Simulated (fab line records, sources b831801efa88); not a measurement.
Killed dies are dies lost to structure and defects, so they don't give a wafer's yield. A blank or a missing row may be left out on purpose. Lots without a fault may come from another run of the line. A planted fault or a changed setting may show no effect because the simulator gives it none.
Problem report in the 8D (eight disciplines) form, filled by code | flow sky130 | the parts of the form that need people (team, actions taken, sign-off) are left out

1. THE PROBLEM
oes_product_au at SKY_FIELD_ISO_ETCH_17 reads a mean of 1.414 a.u. on 2 wafers of 2 lots; wafers without a fault read 1.001 a.u. with a standard deviation of 0.0092. That is +45 standard deviations from the usual mean.
The step: etches Si in HBr/Cl2/O2, target depth 342 nm, time 97.7 s.
First seen on wafer L258.3, day 5 00:58, on rie_si-02. The record holds 18 wafers of 6 lots with a number at this step. Rule for "out", or "out of limits": more than 4 standard deviations from the usual mean. The other wafers with a number count as sound.

2. WHAT IT IS AND WHAT IT IS NOT
question                    | is                                 | is not
which readings at this step | oes_product_au, throttle_valve_pct | drypump_motor_current_A, rf_fwd_power_W
which lots                  | L258, L259                         | L246, L248, L257, L261
which wafers of those lots  | L258.3, L259.5                     | L258.1, L258.5, L259.2, L259.3
read on which tools         | rie_si-02                          | rie_si-01
when                        | from day 5 00:58                   | up to then (11 sound wafers); but 5 sound wafers of L259, L261 came after

3. SUSPECTS, AND WHAT RULES EACH OUT
Counting: a tool at a process step up to the reading stays a suspect if it ran every lot that is out. Sound lots after the first of them don't rule it out here, since some wafers of a struck lot are sound.
- plasma_asher-03 at SKY_FIELD_ISO_STRIP_16 (strips in O2/N2): kept. It ran every lot that is out, first L258 (day 5 00:52); its last sound lot up to then is L248 (day 2 20:50).
- rie_si-02 at SKY_FIELD_ISO_ETCH_17 (etches Si in HBr/Cl2/O2, target depth 342 nm, time 97.7 s): kept. It ran every lot that is out, first L258 (day 5 00:58); its last sound lot up to then is L257 (day 4 20:25). Its own readings are out on those wafers: oes_product_au, throttle_valve_pct.
- Within rie_si-02 at SKY_FIELD_ISO_ETCH_17: the wafers that are out ran in chamber 3; their sound lot-mates ran in chambers 0, 1.
Left after counting: plasma_asher-03 at SKY_FIELD_ISO_STRIP_16, rie_si-02 at SKY_FIELD_ISO_ETCH_17.

4. THE CAUSE (what the simulator had put in)
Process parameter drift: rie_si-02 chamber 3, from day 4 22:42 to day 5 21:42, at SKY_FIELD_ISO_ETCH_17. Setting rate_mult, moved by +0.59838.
Counting left 2 suspects, and this tool is among them.

5. THE CHAIN OF EFFECTS, in route order
Each row: a reading whose mean over the struck wafers that have a number lies more than 3 standard deviations from the usual. Only readings for which the record gives a usual standard deviation are gone through. hours: the time from each lot's start at the first step in this table that gives one to its start at this step, as a median over the lots. sigmas: the change in usual standard deviations.
hours | step                  | reading            | usual      | on struck wafers | change | sigmas
0     | SKY_FIELD_ISO_ETCH_17 | oes_product_au     | 1.001 a.u. | 1.414            | +0.413 | +45
0     | SKY_FIELD_ISO_ETCH_17 | throttle_valve_pct | 25.656 %   | 25.399           | -0.256 | -26
The process steps in it:
- SKY_FIELD_ISO_ETCH_17: etches Si in HBr/Cl2/O2, target depth 342 nm, time 97.7 s.
Later measuring or inspecting steps at which every struck wafer that the step has a row for has a number for every such reading, and none has moved that far: SKY_FIELD_ISO_THK_MEAS_23, SKY_FIELD_ISO_THK_MEAS_25.

6. WHAT WOULD HAVE CAUGHT IT SOONER
In this record the first reading out of limits was taken at day 5 00:58, 2 hours after the fault began at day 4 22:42.
